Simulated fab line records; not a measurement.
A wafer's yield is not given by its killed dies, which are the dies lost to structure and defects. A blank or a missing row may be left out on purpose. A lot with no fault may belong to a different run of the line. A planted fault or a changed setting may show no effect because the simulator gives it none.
Chamber matching :: flow sky130 :: cmp-01 running SKY_LI_CONTACT_CMP_24: 4 sister chambers
The step polishes, stops on PSG, t overpolish 20 s, target thk 0 nm. 14 wafers are shown with their chamber, then 7 later ones without.

## WAFERS WITH THEIR CHAMBER
wafer: L295.2
chamber: 2
time-to-endpoint-s (s): 99
motor-current-A (A): 12.2
overpolish-run-s (s): 19.997

wafer: L295.4
chamber: 1
time-to-endpoint-s (s): 90
motor-current-A (A): 11.9
overpolish-run-s (s): 19.994

wafer: L295.6
chamber: 3
time-to-endpoint-s (s): 91
motor-current-A (A): 11.5
overpolish-run-s (s): 20.003

wafer: L296.1
chamber: 3
time-to-endpoint-s (s): 94
motor-current-A (A): 12.0
overpolish-run-s (s): 19.993

wafer: L296.3
chamber: 1
time-to-endpoint-s (s): 90
motor-current-A (A): 12.2
overpolish-run-s (s): 20.001

wafer: L296.5
chamber: 0
time-to-endpoint-s (s): 97
motor-current-A (A): 11.0
overpolish-run-s (s): 20.003

wafer: L299.2
chamber: 0
time-to-endpoint-s (s): 98
motor-current-A (A): 11.5
overpolish-run-s (s): 19.993

wafer: L299.3
chamber: 1
time-to-endpoint-s (s): 93
motor-current-A (A): 11.6
overpolish-run-s (s): 19.992

wafer: L299.5
chamber: 1
time-to-endpoint-s (s): 91
motor-current-A (A): 11.5
overpolish-run-s (s): 19.999

wafer: L300.3
chamber: 1
time-to-endpoint-s (s): 92
motor-current-A (A): 12.4
overpolish-run-s (s): 19.994

wafer: L300.4
chamber: 3
time-to-endpoint-s (s): 93
motor-current-A (A): 12.0
overpolish-run-s (s): 19.997

wafer: L300.5
chamber: 0
time-to-endpoint-s (s): 95
motor-current-A (A): 11.5
overpolish-run-s (s): 19.996

wafer: L312.1
chamber: 1
time-to-endpoint-s (s): 90
motor-current-A (A): 12.5
overpolish-run-s (s): 19.994

wafer: L312.5
chamber: 3
time-to-endpoint-s (s): 99
motor-current-A (A): 11.7
overpolish-run-s (s): 19.999

SIGNATURES (means of the wafers above)
reading: time-to-endpoint-s
chamber 0: 96.67
chamber 1: 91.00
chamber 2: 99.00
chamber 3: 94.25
scatter within a chamber: 2.18

reading: motor-current-A
chamber 0: 11.333
chamber 1: 12.017
chamber 2: 12.200
chamber 3: 11.800
scatter within a chamber: 0.349

reading: overpolish-run-s
chamber 0: 19.99733
chamber 1: 19.99567
chamber 2: 19.99700
chamber 3: 19.99800
scatter within a chamber: 0.00407
Rule: for a wafer and a chamber, the distance is found by dividing, reading by reading, the gap between the wafer's reading and the chamber's mean by the reading's scatter, squaring, summing and taking the root. The wafer belongs to the nearest chamber; if the next one is less than 2 further off, it can't be placed. The scatter is the square root of a quotient: the sum, over the shown wafers, of each reading's squared deviation from its chamber's mean, divided by wafers minus chambers.

## WAFERS WITH NO CHAMBER GIVEN
wafer: L312.6
time-to-endpoint-s (s): 98
motor-current-A (A): 10.6
overpolish-run-s (s): 20.016

wafer: L313.2
time-to-endpoint-s (s): 105
motor-current-A (A): 11.5
overpolish-run-s (s): 20.007

wafer: L313.3
time-to-endpoint-s (s): 98
motor-current-A (A): 11.1
overpolish-run-s (s): 19.990

wafer: L313.5
time-to-endpoint-s (s): 100
motor-current-A (A): 11.9
overpolish-run-s (s): 20.013

wafer: L314.4
time-to-endpoint-s (s): 93
motor-current-A (A): 12.0
overpolish-run-s (s): 19.999

wafer: L314.5
time-to-endpoint-s (s): 96
motor-current-A (A): 12.5
overpolish-run-s (s): 20.003

wafer: L314.6
time-to-endpoint-s (s): 101
motor-current-A (A): 12.0
overpolish-run-s (s): 19.994

## THE CHAMBER EACH PASSED THROUGH
wafer: L312.6
from the rows above: can't be placed: 0 or 3 or 2
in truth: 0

wafer: L313.2
from the rows above: can't be placed: 2 or 0 or 3
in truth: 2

wafer: L313.3
from the rows above: can't be placed: 0 or 3 or 2
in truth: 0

wafer: L313.5
from the rows above: can't be placed: 2 or 0 or 3 or 1
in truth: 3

wafer: L314.4
from the rows above: can't be placed: 3 or 1 or 0
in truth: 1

wafer: L314.5
from the rows above: can't be placed: 2 or 3 or 1 or 0
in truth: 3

wafer: L314.6
from the rows above: can't be placed: 2 or 0 or 3
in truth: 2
Correctly placed: 0 of 7. Not placeable from these rows: 7 (in 7, the candidates include the true chamber). 0 placed wrongly.
